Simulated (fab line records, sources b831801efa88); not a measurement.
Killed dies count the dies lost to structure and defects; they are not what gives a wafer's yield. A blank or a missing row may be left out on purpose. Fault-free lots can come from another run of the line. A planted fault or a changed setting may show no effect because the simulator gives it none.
8D (eight disciplines) problem report, filled in by code :: flow gf180mcu :: the parts of the form that need people (team, actions taken, sign-off) are left out

## 1. WHAT WENT WRONG
LVPWELL_RS at GF_VT_IMPLANT_RS_MEAS_48 reads a mean of 1221 ohm/sq on 3 wafers of 1 lot; wafers without a fault read 1198 ohm/sq with a standard deviation of 4.1. That puts it +5.6 standard deviations away from the usual mean.
The step: measures by four-point-probe.
The first sign was on wafer L366.1 at day 10 19:08, on filmMetro-01. The record has a number at this step for 39 wafers belonging to 13 lots. Rule for "out" (also "out of limits"): further than 4 standard deviations from the usual mean. The rest of the wafers with a number are treated as sound.

## 2. WHAT IT IS, AND WHAT IT ISN'T
question: which readings at this step
is: LVPWELL_RS
is not: -

question: which lots
is: L366
is not: L354, L355, L356, L357, L358, L360, L361, L362, L364, L371, L372, L376

question: which wafers of those lots
is: all that have a number
is not: -

question: read on which gauges
is: filmMetro-01
is not: filmMetro-03, filmMetro-04

question: when
is: from day 10 19:08
is not: up to then (27 sound wafers); but 9 sound wafers of L371, L372, L376 came after

## 3. SUSPECTS, AND WHAT RULES EACH OUT
Counting: any tool at a process step up to the reading is kept as a suspect provided that every lot that is out went through it and no sound lot did after the first of them.
- the gauge at GF_VT_IMPLANT_RS_MEAS_48: kept. All the wafers that are out were read on filmMetro-01, and no step on other tools shows them out.
- implanter-02 at GF_LVPWELL_IMPLANT_08: kept. It ran the lot that is out, L366 (day 6 14:20), and no sound lot after that; its last sound lot up to then is L364 (day 6 05:56).
What counting leaves: implanter-02 at GF_LVPWELL_IMPLANT_08 and filmMetro-01 at GF_VT_IMPLANT_RS_MEAS_48.

## 4. THE CAUSE (what the simulator had put in)
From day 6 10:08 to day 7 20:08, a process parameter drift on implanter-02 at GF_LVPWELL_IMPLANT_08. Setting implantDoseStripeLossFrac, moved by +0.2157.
This tool is one of the 2 suspects left after counting.

## 5. THE CHAIN OF EFFECTS, in route order
Rows list readings where the struck wafers' mean (over those with a number) sits beyond 3 standard deviations from the usual. Only readings whose record carries a usual standard deviation are examined. hours: median over the lots of the time between each lot's start at the first step of this table that gives one and its start at this step. sigmas: the change, counted in usual standard deviations.
hours: 0
step: GF_VT_IMPLANT_RS_MEAS_48
reading: LVPWELL_RS
usual: 1198 ohm/sq
on struck wafers: 1221
change: +23
sigmas: +5.6
Later steps that measure or inspect, where all struck wafers having a row at the step show a number for every such reading and not one has moved that far: GF_PSD_OVL_MEAS_08, GF_M1_CD_MEAS_14.

## 6. HOW IT WOULD HAVE BEEN CAUGHT EARLIER
Counted from the fault's start at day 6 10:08, it took 105 hours until the first out-of-limits reading at a measuring or inspecting step in this record, taken at day 10 19:08.
The start of GF_LVPWELL_IMPLANT_08 on implanter-02 came by day 10 19:08 for every one of the lots that are out (1). None of them would have been spared by holding the tool at that moment.
